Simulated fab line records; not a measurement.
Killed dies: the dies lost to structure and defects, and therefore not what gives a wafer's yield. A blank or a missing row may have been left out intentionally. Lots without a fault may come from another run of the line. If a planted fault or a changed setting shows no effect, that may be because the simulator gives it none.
A lot that was struck, set against a sound lot || flow sky130 || 44 out of 708 route steps
Sound: these wafers, L211.2, L211.4, L211.6. Struck: wafer L218.3. (L218.1 of the same lot was not struck and is left out.) The cause comes at the end.
At each step with rows: each side's tool, then ch and its chambers, then its first start. Under that, the readings that differ: sound wafers || struck wafers || difference of the means || sigmas: that difference in standard deviations of wafers without a fault.
alike: a reading whose means differ by less than 2 such deviations, as well as words and numbers matching on both sides. not compared: withheld readings; readings where some wafer has no value; bounds like >300 that might hide an equal value; numbers whose values overlap and for which the record gives no deviation.
A row with sigmas, a row that says differs or no value, or rows on one side alone: a step with any of these is where the two part. Numbers that have no deviation but don't overlap get no sigmas and don't part them. Lack of a reading on every wafer of one side parts them only where that side has two or more wafers.

first, 6 steps without rows for these wafers: SKY_VIA3_ETCH_15 (etches SiO2 in C4F8/O2/Ar, stops on TiN, target depth 507 nm, time 78 s); SKY_VIA3_STRIP_16 (strips in O2/N2); SKY_VIA3_STRIP_17 (strips in post etch residue remover, time 1200 s); SKY_VIA3_CLEAN_18 (cleans in IPA, time 180 s); SKY_VIA3_CLEAN_19 (cleans in O3/DIW); SKY_VIA3_SPUTTER_20 (material TiN, target thk 20 nm, time 80 s).
SKY_VIA3_CVD_21: deposits W, target thk 390 nm, time 117.31 s.
  sound on cvd w-01 ch 0,1, day 40 08:07; struck on cvd w-02 ch 0, day 42 06:57
  alike: chamber pressure Torr, heater power w
  not compared: since wet clean h
SKY_VIA3_RS_MEAS_22: measurement is done with a four-point probe.
  struck on film metro-01, day 42 07:04; sound on film metro-01, day 40 08:15
  alike: VIA3_W_RS
SKY_VIA3_THK_MEAS_23: measures by xrf.
  struck on film metro-01, day 42 07:11; sound on film metro-01, day 40 08:22
  alike: VIA3_W_THK
then, 2 steps without rows for these wafers: SKY_VIA3_CMP_24 (polishes, stops on SiO2, t overpolish 20 s, target thk 0 nm); SKY_METAL4_SPUTTER_00 (material Ti, target thk 15 nm, time 10 s).
SKY_METAL4_SPUTTER_01: material TiN, target thk 20 nm, time 16.7 s.
  struck on pvd sputter-03, day 42 07:34; sound on pvd sputter-03, day 40 08:44
  alike: throttle valve pct
SKY_METAL4_SPUTTER_02: material AlCu, target thk 735 nm, time 39.1 s.
  struck on pvd sputter-03, day 42 07:36; sound on pvd sputter-03, day 40 08:46
{"reading": "model.AlCu_of_METAL4_SPUTTER_02.thk nm (nm)", "sound": "722.7 722.2 721.6", "struck": 923.7, "difference": "+201.5", "sigmas": ""}
  alike: throttle valve pct
SKY_METAL4_SPUTTER_03: material Ti, target thk 5 nm, time 3.3 s.
  struck on pvd sputter-03, day 42 07:38; sound on pvd sputter-03, day 40 08:48
  alike: throttle valve pct
SKY_METAL4_SPUTTER_04: material TiN, target thk 70 nm, time 58.3 s.
  struck on pvd sputter-03, day 42 07:40; sound on pvd sputter-03, day 40 08:49
  alike: throttle valve pct
then, 1 step without rows for these wafers: SKY_CAP2M_CVD_00 (deposits SiO2, target thk 15.5 nm).
SKY_CAP2M_THK_MEAS_01:
  struck on film metro-03, day 42 07:44; sound on film metro-01, day 40 08:54
  alike: CAP2M_CVD_00_THK
then, 1 step without rows for these wafers: SKY_CAP2M_SPUTTER_02 (material TiN, target thk 200 nm, time 166.7 s).
SKY_CAP2M_RS_MEAS_03: measurement is done with a four-point probe.
  struck on film metro-01, day 42 07:54; sound on film metro-03, day 40 09:05
  alike: CAP2M_TIN_RS
SKY_CAP2M_THK_MEAS_04: measures by xrf.
  struck on film metro-01, day 42 08:01; sound on film metro-03, day 40 09:11
  alike: CAP2M_TIN_THK
then, 7 steps without rows for these wafers: SKY_CAP2M_DEHYDRATE_05 (time 60 s); SKY_CAP2M_HMDS_06 (prime time 60 s); SKY_CAP2M_COAT_07 (resist thk 1140 nm); SKY_CAP2M_SOFTBAKE_08 (time 60 s); SKY_CAP2M_EXPOSE_09 (exposes mask CAP2M, target cd 1000 nm); SKY_CAP2M_PEB_10; SKY_CAP2M_DEVELOP_11 (develop time 60 s).
SKY_CAP2M_OVL_MEAS_12:
  struck on overlay-02, day 43 06:43; sound on overlay-02, day 41 08:54
  alike: CAP2M_OVL
then, 1 step without rows for these wafers: SKY_CAP2M_METAL_ETCH_13 (etches TiN in Cl2/BCl3, stops on SiO2, target depth 220 nm, time 62.9 s).
SKY_CAP2M_STRIP_14: strips in O2/N2.
  sound on plasma asher-04 ch 1, day 41 09:00; struck on plasma asher-01 ch 1, day 43 06:50
  alike: drypump motor current A, n2 flow sccm, oes product au, strip time to endpoint s
  not compared: rf hours counter h
then, 11 steps without rows for these wafers: SKY_CAP2M_STRIP_15 (strips in post etch residue remover, time 1200 s); SKY_CAP2M_CLEAN_16 (cleans in IPA, time 180 s); SKY_CAP2M_CLEAN_17 (cleans in O3/DIW); SKY_METAL4_DEHYDRATE_05 (time 60 s); SKY_METAL4_HMDS_06 (prime time 60 s); SKY_METAL4_COAT_07 (resist thk 60 nm); SKY_METAL4_COAT_08 (resist thk 1140 nm); SKY_METAL4_SOFTBAKE_09 (time 90 s); SKY_METAL4_EXPOSE_10 (exposes mask MM4, target cd 300 nm); SKY_METAL4_PEB_11; SKY_METAL4_DEVELOP_12 (develop time 60 s).
SKY_METAL4_CD_MEAS_13 targets a cd of 300 nm.
  struck on cd sem-02, day 44 06:07; sound on cd sem-02, day 42 09:52
  alike: cd nm
SKY_METAL4_METAL_ETCH_18: etches the open film in Cl2/BCl3, stops on SiO2, target depth 845 nm, time 183.1 s.
  sound on rie metal-01 ch 0,1, day 42 10:08; struck on rie metal-04 ch 0, day 44 06:26
{"reading": "oes product au (a.u.)", "sound": "0.860 0.854 0.852", "struck": 0.976, "difference": "+0.121", "sigmas": "+17"}
  alike: drypump motor current A, throttle valve pct
  not compared: rf hours counter h
-- the record jumps here: 4 days lie between the struck wafers' starts before and after (it left off in module METAL4 and takes up again in module PAD_OPEN, whose first step shown is number 708 of the route) --
SKY_PAD_OPEN_PROBE_99:
  struck on prober-02, day 47 23:50; sound on prober-01, day 46 10:03
{"reading": "hold", "sound": "- - -", "struck": "await dispo/2.4h/release", "difference": "no value on the sound wafers", "sigmas": ""}
{"reading": "model.etest.met4 comb.leak log10 a um", "sound": "-11.79 -12.2 -12.03", "struck": -11.63, "difference": "+0.38", "sigmas": ""}
{"reading": "model.etest.met4.line ohm um", "sound": "0.1451 0.148 0.1454", "struck": 0.1109, "difference": -0.0353, "sigmas": ""}
{"reading": "model.etest.met4.rs ohm sq", "sound": "0.04339 0.04393 0.04355", "struck": 0.03403, "difference": -0.00959, "sigmas": ""}

## WHERE THEY PART
Earliest at SKY_METAL4_METAL_ETCH_18; latest, in this record, at SKY_PAD_OPEN_PROBE_99.

WHY: what the simulator had put in
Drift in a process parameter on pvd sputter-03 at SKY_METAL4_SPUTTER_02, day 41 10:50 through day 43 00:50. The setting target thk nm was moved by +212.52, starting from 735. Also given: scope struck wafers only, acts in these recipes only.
